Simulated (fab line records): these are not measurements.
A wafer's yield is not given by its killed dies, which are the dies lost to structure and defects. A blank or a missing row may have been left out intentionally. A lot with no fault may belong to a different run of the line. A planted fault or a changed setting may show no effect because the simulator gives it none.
The tool behind it: which one? || flow gf180mcu || Sampling: 10 lots, 30 wafers, 3 of 602 route steps

## WHAT THE GAUGES READ, wafer by wafer
GF_V3_RS_MEAS_24: measures by four-point-probe.
{"lot": "L950", "measured": "day 22 10:50", "on": "film_metro-04", "V3_W_RS (ohm/sq)": "0.335 0.334 0.333"}
{"lot": "L951", "measured": "day 23 01:41", "on": "film_metro-03", "V3_W_RS (ohm/sq)": "0.323 0.322 0.323"}
{"lot": "L952", "measured": "day 23 07:20", "on": "film_metro-04", "V3_W_RS (ohm/sq)": "0.321 0.323 0.322"}
{"lot": "L953", "measured": "day 23 18:30", "on": "film_metro-02", "V3_W_RS (ohm/sq)": "0.325 0.323 0.326"}
{"lot": "L957", "measured": "day 25 02:23", "on": "film_metro-04", "V3_W_RS (ohm/sq)": "0.325 0.327 0.323"}
{"lot": "L963", "measured": "day 27 02:50", "on": "film_metro-03", "V3_W_RS (ohm/sq)": "0.316 0.293 0.294"}
{"lot": "L966", "measured": "day 27 22:39", "on": "film_metro-02", "V3_W_RS (ohm/sq)": "0.329 0.334 0.334"}
{"lot": "L969", "measured": "day 28 20:21", "on": "film_metro-02", "V3_W_RS (ohm/sq)": "0.332 0.334 0.329"}
{"lot": "L971", "measured": "day 29 03:33", "on": "film_metro-03", "V3_W_RS (ohm/sq)": "0.328 0.330 0.328"}
{"lot": "L972", "measured": "day 29 08:50", "on": "film_metro-03", "V3_W_RS (ohm/sq)": "0.327 0.327 0.326"}

## WHICH TOOL RAN EACH LOT (tool, then ch and the chambers of the sampled wafers, then the start)
{"lot": "L950", "GF_M3_SPUTTER_01": "pvd_sputter-02, day 20 08:16", "GF_V3_CVD_23": "cvd_w-02 ch 0,1, day 22 10:44"}
{"lot": "L951", "GF_M3_SPUTTER_01": "pvd_sputter-02, day 20 23:38", "GF_V3_CVD_23": "cvd_w-01 ch 0,1, day 23 01:34"}
{"lot": "L952", "GF_M3_SPUTTER_01": "pvd_sputter-01, day 21 06:13", "GF_V3_CVD_23": "cvd_w-01 ch 0, day 23 07:11"}
{"lot": "L953", "GF_M3_SPUTTER_01": "pvd_sputter-02, day 21 17:19", "GF_V3_CVD_23": "cvd_w-01 ch 0,1, day 23 18:23"}
{"lot": "L957", "GF_M3_SPUTTER_01": "pvd_sputter-02, day 23 02:43", "GF_V3_CVD_23": "cvd_w-01 ch 0,1, day 25 02:17"}
{"lot": "L963", "GF_M3_SPUTTER_01": "pvd_sputter-02, day 25 06:10", "GF_V3_CVD_23": "cvd_w-01 ch 0,1, day 27 02:43"}
{"lot": "L966", "GF_M3_SPUTTER_01": "pvd_sputter-01, day 26 03:31", "GF_V3_CVD_23": "cvd_w-02 ch 0,1, day 27 22:31"}
{"lot": "L969", "GF_M3_SPUTTER_01": "pvd_sputter-01, day 27 00:22", "GF_V3_CVD_23": "cvd_w-02 ch 0,1, day 28 20:14"}
{"lot": "L971", "GF_M3_SPUTTER_01": "pvd_sputter-02, day 27 09:25", "GF_V3_CVD_23": "cvd_w-02 ch 0,1, day 29 03:26"}
{"lot": "L972", "GF_M3_SPUTTER_01": "pvd_sputter-04, day 27 15:18", "GF_V3_CVD_23": "cvd_w-02 ch 1, day 29 08:43"}
- GF_M3_SPUTTER_01: material TiN, target thk 30 nm, time 25 s.
- GF_V3_CVD_23: deposits W, target thk 350 nm, time 104.9 s.

## THE ANSWER, worked out from the rows above alone
Rule: the usual values come from the lots themselves. Put in order of their means at a reading, lots are off if they are a third of the lots or fewer, leave a main group of 4 or more, and stand apart from it by a gap of 3 or more times the standard deviation of the main group's means; of several such gaps the widest counts. A main group whose means are all the same, to the digits that the tables above print for the reading, isn't used. A lot without any number at a reading at which 4 lots or more have one is off too. The other lots that the step has rows for count as sound.
Off: L963, seen at GF_V3_RS_MEAS_24 (V3_W_RS). Mean 0.328 ohm/sq and standard deviation 0.0041 in the main group.
A tool fits if, at a process step before that reading, it ran every lot that is off, and no sound lot after the first of them. The gauges at GF_V3_RS_MEAS_24 are tried like those tools. One fits: cvd_w-01 at GF_V3_CVD_23. Its last sound lot is L957 (day 25 02:17), its first lot that is off L963 (day 27 02:43): a fault that began between those two fits.

## WHAT THE SIMULATOR HAD PUT IN
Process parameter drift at GF_V3_CVD_23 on cvd_w-01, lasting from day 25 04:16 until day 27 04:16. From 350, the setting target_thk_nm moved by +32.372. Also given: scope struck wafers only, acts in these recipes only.
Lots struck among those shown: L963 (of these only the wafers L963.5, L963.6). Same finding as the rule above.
